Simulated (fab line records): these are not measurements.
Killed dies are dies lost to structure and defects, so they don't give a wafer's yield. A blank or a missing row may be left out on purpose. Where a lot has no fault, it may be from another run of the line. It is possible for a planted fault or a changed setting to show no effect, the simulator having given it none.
Comparing a struck lot with a sound one -- flow sky130 -- 17 steps out of a route of 708
Sound: the wafers L981.2, L981.3, L981.4. The struck wafers were L988.2, L988.3, L988.5. At the end, the cause is stated.
Per side, at each step with rows, come the tool, then ch with its chambers, and then its first start. Under that, the readings that differ: sound wafers -- struck wafers -- difference of the means -- sigmas: that difference in standard deviations of wafers without a fault.
alike: same words and numbers on both sides, and readings whose means sit less than 2 such deviations apart. not compared: any withheld reading, any reading some wafer has no value for, any bound like >300 that may hide the same value, and any number with overlapping values for which the record gives no deviation.
Wherever a step has rows on one side only, a row that says differs or no value, or a row with sigmas, the two part there. When numbers do not overlap yet have no deviation, they are printed without sigmas and do not part them. Lack of a reading on every wafer of one side parts them only where that side has two or more wafers.

SKY_VIA1_CMP_02: polishes SiO2.
  sound on cmp-02 ch 0,2,3, day 35 02:39; struck on cmp-02 ch 0,1,2, day 37 03:13
  alike: edge zone pressure frac, motor current A, slurry filter dp kPa
SKY_VIA1_BOW_MEAS_03:
  sound on film metro-04, day 35 02:58; struck on film metro-04, day 37 03:29
  alike: VIA1_BOW
then, 8 steps without rows for these wafers: SKY_VIA1_DEHYDRATE_04 (time 60 s); SKY_VIA1_HMDS_05 (prime time 60 s); SKY_VIA1_COAT_06 (resist thk 60 nm); SKY_VIA1_COAT_07 (resist thk 450 nm); SKY_VIA1_SOFTBAKE_08 (time 90 s); SKY_VIA1_EXPOSE_09 (exposes mask VIM, target cd 150 nm); SKY_VIA1_PEB_10; SKY_VIA1_DEVELOP_11 (develop time 60 s).
SKY_VIA1_CD_MEAS_12 targets a cd of 150 nm.
  sound on cd sem-02, day 36 05:04; struck on cd sem-01, day 38 05:31
  alike: cd nm
SKY_VIA1_OVL_MEAS_13:
  sound on overlay-02, day 36 05:10; struck on overlay-01, day 38 05:37
  alike: VIA1_OVL
SKY_VIA1_ETCH_14: etches BARC in N2/H2, stops on SiO2, time 45.9 s, target depth 60 nm.
  sound on rie diel-03 ch 1,2,3, day 36 05:12; struck on rie diel-02 ch 0,1,3, day 38 05:39
reading,sound,struck,difference,sigmas
model.KrF-thick_of_VIA1_COAT_07.thk nm (nm),394.4 393.8 394.8,364.6 364.1 363.2,-30.4,
model.VIA1.cd nm (nm),152.9 151.1 149.7,156.2 155.2 156.8,+4.8,
  alike: bias w, drypump motor current A, h2 flow sccm, oes product au, throttle valve pct
  not compared: rf hours counter h
SKY_VIA1_ETCH_15: etches SiO2 in C4F8/O2/Ar, stops on TiN, target depth 351 nm, time 54 s.
  sound on rie diel-03 ch 1,2,3, day 36 05:15; struck on rie diel-02 ch 0,1,3, day 38 05:42
reading,sound,struck,difference,sigmas
model.KrF-thick_of_VIA1_COAT_07.thk nm (nm),326.6 325.1 325.1,294.1 293.7 292.8,-32.1,
  alike: bias w, oes product au
  not compared: rf hours counter h
SKY_VIA1_STRIP_16: strips in O2/N2.
  sound on plasma asher-02 ch 0,1, day 36 05:17; struck on plasma asher-02 ch 0,1, day 38 05:44
reading,sound,struck,difference,sigmas
oes product au (a.u.),0.414 0.423 0.421,0.411 0.409 0.406,-0.011,-3
strip time to endpoint s (s),4.512 4.490 4.491,4.162 4.154 4.130,-0.349,-15
  alike: drypump motor current A
  not compared: rf hours counter h
then, 1 step without rows for these wafers: SKY_VIA1_STRIP_17 (strips in post etch residue remover, time 1200 s).
-- the record jumps here: 11 days lie between the struck wafers' starts before and after (it left off in module VIA1 and takes up again in module PAD_OPEN, whose first step shown is number 708 of the route) --
SKY_PAD_OPEN_PROBE_99:
  sound on prober-02, day 47 11:05; struck on prober-02, day 49 01:13
reading,sound,struck,difference,sigmas
killed at front end,5 6 13,15 20 19,+10,+2
model.etest.via1 chain.rc ohm,16.21 16.64 15.8,15.62 15.75 14.8,-0.83,
  alike: defect limited yield, killed_at_M0_to_M3, killed_at_M4_up, killed at contacts, killed at other, killed dies, killed open, killed short, sort_bin_3_pad_short, sort_bin_5_function, sort_bin_6_memory, sort n pass, sort yield pct

## WHERE THEY PART
First at SKY_VIA1_STRIP_16; last, within this record, at SKY_PAD_OPEN_PROBE_99.

WHY: the cause the simulator had injected
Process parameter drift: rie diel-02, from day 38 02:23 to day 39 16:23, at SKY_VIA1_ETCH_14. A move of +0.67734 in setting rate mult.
